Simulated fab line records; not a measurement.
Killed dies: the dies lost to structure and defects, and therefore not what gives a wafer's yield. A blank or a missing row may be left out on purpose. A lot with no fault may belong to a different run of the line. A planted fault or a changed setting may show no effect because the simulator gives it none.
Which tool was responsible? || flow sfq line || 14 lots, 42 wafers sampled, at 2 steps of a route of 325

== WHAT THE GAUGES SHOWED, per wafer ==
The record holds no reading of a measuring or inspecting step that can be judged against a usual standard deviation.

== EACH LOT AND THE TOOL THAT RAN IT (in order: tool; ch and the chambers of the sampled wafers; start) ==
{"lot": "L267", "SFQ_TRILAYER_A5C_DEP_PECVD_142": "pecvd-01 ch 1,2, day 62 14:46", "SFQ_TRILAYER_C5_ETCH_VIA_ETCH_154": "rie diel-02 ch 0,1,2, day 67 20:04"}
{"lot": "L268", "SFQ_TRILAYER_A5C_DEP_PECVD_142": "pecvd-02 ch 0,1,2, day 62 15:56", "SFQ_TRILAYER_C5_ETCH_VIA_ETCH_154": "rie diel-04 ch 0,2,3, day 67 22:28"}
{"lot": "L270", "SFQ_TRILAYER_A5C_DEP_PECVD_142": "pecvd-01 ch 0,2, day 65 07:11", "SFQ_TRILAYER_C5_ETCH_VIA_ETCH_154": "rie diel-01 ch 0,1,2, day 70 05:26"}
{"lot": "L271", "SFQ_TRILAYER_A5C_DEP_PECVD_142": "pecvd-02 ch 0,1,2, day 65 10:47", "SFQ_TRILAYER_C5_ETCH_VIA_ETCH_154": "rie diel-01 ch 0,2,3, day 74 14:14"}
{"lot": "L272", "SFQ_TRILAYER_A5C_DEP_PECVD_142": "pecvd-04 ch 0,1, day 65 11:59", "SFQ_TRILAYER_C5_ETCH_VIA_ETCH_154": "rie diel-04 ch 0,1,3, day 74 15:26"}
{"lot": "L273", "SFQ_TRILAYER_A5C_DEP_PECVD_142": "pecvd-04 ch 0,2, day 65 19:25", "SFQ_TRILAYER_C5_ETCH_VIA_ETCH_154": "rie diel-02 ch 0,2,3, day 74 20:14"}
{"lot": "L274", "SFQ_TRILAYER_A5C_DEP_PECVD_142": "pecvd-01 ch 0,1,2, day 66 00:13", "SFQ_TRILAYER_C5_ETCH_VIA_ETCH_154": "rie diel-01 ch 0,3, day 75 02:14"}
{"lot": "L275", "SFQ_TRILAYER_A5C_DEP_PECVD_142": "pecvd-01 ch 1,2, day 66 13:43", "SFQ_TRILAYER_C5_ETCH_VIA_ETCH_154": "rie diel-01 ch 0,2,3, day 75 08:14"}
{"lot": "L276", "SFQ_TRILAYER_A5C_DEP_PECVD_142": "pecvd-02 ch 1,2, day 66 14:56", "SFQ_TRILAYER_C5_ETCH_VIA_ETCH_154": "rie diel-02 ch 0,3, day 75 10:38"}
{"lot": "L279", "SFQ_TRILAYER_A5C_DEP_PECVD_142": "pecvd-01 ch 0,1, day 67 01:34", "SFQ_TRILAYER_C5_ETCH_VIA_ETCH_154": "rie diel-02 ch 0,2, day 75 16:38"}
{"lot": "L282", "SFQ_TRILAYER_A5C_DEP_PECVD_142": "pecvd-01 ch 0,1,2, day 67 19:56", "SFQ_TRILAYER_C5_ETCH_VIA_ETCH_154": "rie diel-02 ch 0,2, day 76 03:26"}
{"lot": "L283", "SFQ_TRILAYER_A5C_DEP_PECVD_142": "pecvd-01 ch 0,2, day 67 22:20", "SFQ_TRILAYER_C5_ETCH_VIA_ETCH_154": "rie diel-01 ch 0,1, day 76 08:14"}
{"lot": "L289", "SFQ_TRILAYER_A5C_DEP_PECVD_142": "pecvd-01 ch 0,1,2, day 71 23:05", "SFQ_TRILAYER_C5_ETCH_VIA_ETCH_154": "rie diel-02 ch 1,2,3, day 78 16:44"}
{"lot": "L290", "SFQ_TRILAYER_A5C_DEP_PECVD_142": "pecvd-02 ch 0,1,2, day 72 01:29", "SFQ_TRILAYER_C5_ETCH_VIA_ETCH_154": "rie diel-01 ch 0,2,3, day 78 17:56"}
- SFQ_TRILAYER_A5C_DEP_PECVD_142: deposits SiO2 from SiH4/N2O, time 15.556 s, target thk 70 nm.
- SFQ_TRILAYER_C5_ETCH_VIA_ETCH_154: etches SiO2 in CHF3, stops on Nb, target depth 84 nm.

== WHAT THE TOOLS THEMSELVES READ (means of the sampled wafers that have a number; where no wafer has one, the mark that the record gives instead) ==
SFQ_TRILAYER_A5C_DEP_PECVD_142. Usual: chamber pressure Torr 2.400 Torr, standard deviation 0.0051; heater power w 83 W, standard deviation 13; throttle valve pct 24.5 %, standard deviation 1.4.
{"lot": "L267", "tool": "pecvd-01", "chamber pressure Torr (Torr)": 2.403, "heater power w (W)": 90, "throttle valve pct (%)": 23.0, "flag": ""}
{"lot": "L268", "tool": "pecvd-02", "chamber pressure Torr (Torr)": 2.402, "heater power w (W)": 81, "throttle valve pct (%)": 26.1, "flag": ""}
{"lot": "L270", "tool": "pecvd-01", "chamber pressure Torr (Torr)": 2.409, "heater power w (W)": 75, "throttle valve pct (%)": 23.7, "flag": ""}
{"lot": "L271", "tool": "pecvd-02", "chamber pressure Torr (Torr)": 2.400, "heater power w (W)": 83, "throttle valve pct (%)": 26.0, "flag": ""}
{"lot": "L272", "tool": "pecvd-04", "chamber pressure Torr (Torr)": 2.402, "heater power w (W)": 78, "throttle valve pct (%)": 24.9, "flag": ""}
{"lot": "L273", "tool": "pecvd-04", "chamber pressure Torr (Torr)": 2.405, "heater power w (W)": 76, "throttle valve pct (%)": 25.9, "flag": ""}
{"lot": "L274", "tool": "pecvd-01", "chamber pressure Torr (Torr)": 2.397, "heater power w (W)": 87, "throttle valve pct (%)": 23.3, "flag": ""}
{"lot": "L275", "tool": "pecvd-01", "chamber pressure Torr (Torr)": 2.399, "heater power w (W)": 86, "throttle valve pct (%)": 23.2, "flag": ""}
{"lot": "L276", "tool": "pecvd-02", "chamber pressure Torr (Torr)": 2.401, "heater power w (W)": 65, "throttle valve pct (%)": 25.4, "flag": ""}
{"lot": "L279", "tool": "pecvd-01", "chamber pressure Torr (Torr)": 2.397, "heater power w (W)": 90, "throttle valve pct (%)": 23.4, "flag": ""}
{"lot": "L282", "tool": "pecvd-01", "chamber pressure Torr (Torr)": 2.403, "heater power w (W)": 86, "throttle valve pct (%)": 23.4, "flag": ""}
{"lot": "L283", "tool": "pecvd-01", "chamber pressure Torr (Torr)": 2.395, "heater power w (W)": 85, "throttle valve pct (%)": 23.6, "flag": ""}
{"lot": "L289", "tool": "pecvd-01", "chamber pressure Torr (Torr)": 2.402, "heater power w (W)": 84, "throttle valve pct (%)": 23.6, "flag": ""}
{"lot": "L290", "tool": "pecvd-02", "chamber pressure Torr (Torr)": 2.399, "heater power w (W)": 88, "throttle valve pct (%)": 23.1, "flag": ""}

SFQ_TRILAYER_C5_ETCH_VIA_ETCH_154. Usual: drypump motor current A 5.9 A, standard deviation 0.42; oes product au 0.895 a.u., standard deviation 0.008.
{"lot": "L267", "tool": "rie diel-02", "drypump motor current A (A)": 5.9, "oes product au (a.u.)": 0.897, "flag": ""}
{"lot": "L268", "tool": "rie diel-04", "drypump motor current A (A)": 5.9, "oes product au (a.u.)": 0.899, "flag": ""}
{"lot": "L270", "tool": "rie diel-01", "drypump motor current A (A)": 5.7, "oes product au (a.u.)": 0.896, "flag": ""}
{"lot": "L271", "tool": "rie diel-01", "drypump motor current A (A)": 5.8, "oes product au (a.u.)": 0.898, "flag": ""}
{"lot": "L272", "tool": "rie diel-04", "drypump motor current A (A)": 5.9, "oes product au (a.u.)": 0.900, "flag": ""}
{"lot": "L273", "tool": "rie diel-02", "drypump motor current A (A)": 6.0, "oes product au (a.u.)": 0.900, "flag": ""}
{"lot": "L274", "tool": "rie diel-01", "drypump motor current A (A)": 6.1, "oes product au (a.u.)": 0.894, "flag": ""}
{"lot": "L275", "tool": "rie diel-01", "drypump motor current A (A)": 5.8, "oes product au (a.u.)": 0.892, "flag": ""}
{"lot": "L276", "tool": "rie diel-02", "drypump motor current A (A)": 6.2, "oes product au (a.u.)": 0.887, "flag": ""}
{"lot": "L279", "tool": "rie diel-02", "drypump motor current A (A)": 6.0, "oes product au (a.u.)": 0.881, "flag": ""}
{"lot": "L282", "tool": "rie diel-02", "drypump motor current A (A)": 6.0, "oes product au (a.u.)": 0.926, "flag": "OFF"}
{"lot": "L283", "tool": "rie diel-01", "drypump motor current A (A)": 6.1, "oes product au (a.u.)": 0.926, "flag": "OFF"}
{"lot": "L289", "tool": "rie diel-02", "drypump motor current A (A)": 5.8, "oes product au (a.u.)": 0.895, "flag": ""}
{"lot": "L290", "tool": "rie diel-01", "drypump motor current A (A)": 5.8, "oes product au (a.u.)": 0.893, "flag": ""}

== THE ANSWER, worked out from the rows above alone ==
Rule: a lot is off if the mean of its wafers that have a number lies more than 3 standard deviations from the usual mean. Also off: a lot with no number at a reading for which 4 or more lots have one. All remaining lots with rows at the step are treated as sound. After the gauges, taken in route order, come the tools' own readings; for these a lot's mean is taken, as printed above. The first step at which some lot is off is used, and at that step the reading that is off furthest; a lot without a number counts as furthest.
Off, at SFQ_TRILAYER_C5_ETCH_VIA_ETCH_154 on oes product au: L282, L283.
A tool fits if, at that step or a process step before it, it ran every lot that is off, and no sound lot after the first of them. Not one of the candidates tried fits.

== WHAT THE SIMULATOR PUT IN ==
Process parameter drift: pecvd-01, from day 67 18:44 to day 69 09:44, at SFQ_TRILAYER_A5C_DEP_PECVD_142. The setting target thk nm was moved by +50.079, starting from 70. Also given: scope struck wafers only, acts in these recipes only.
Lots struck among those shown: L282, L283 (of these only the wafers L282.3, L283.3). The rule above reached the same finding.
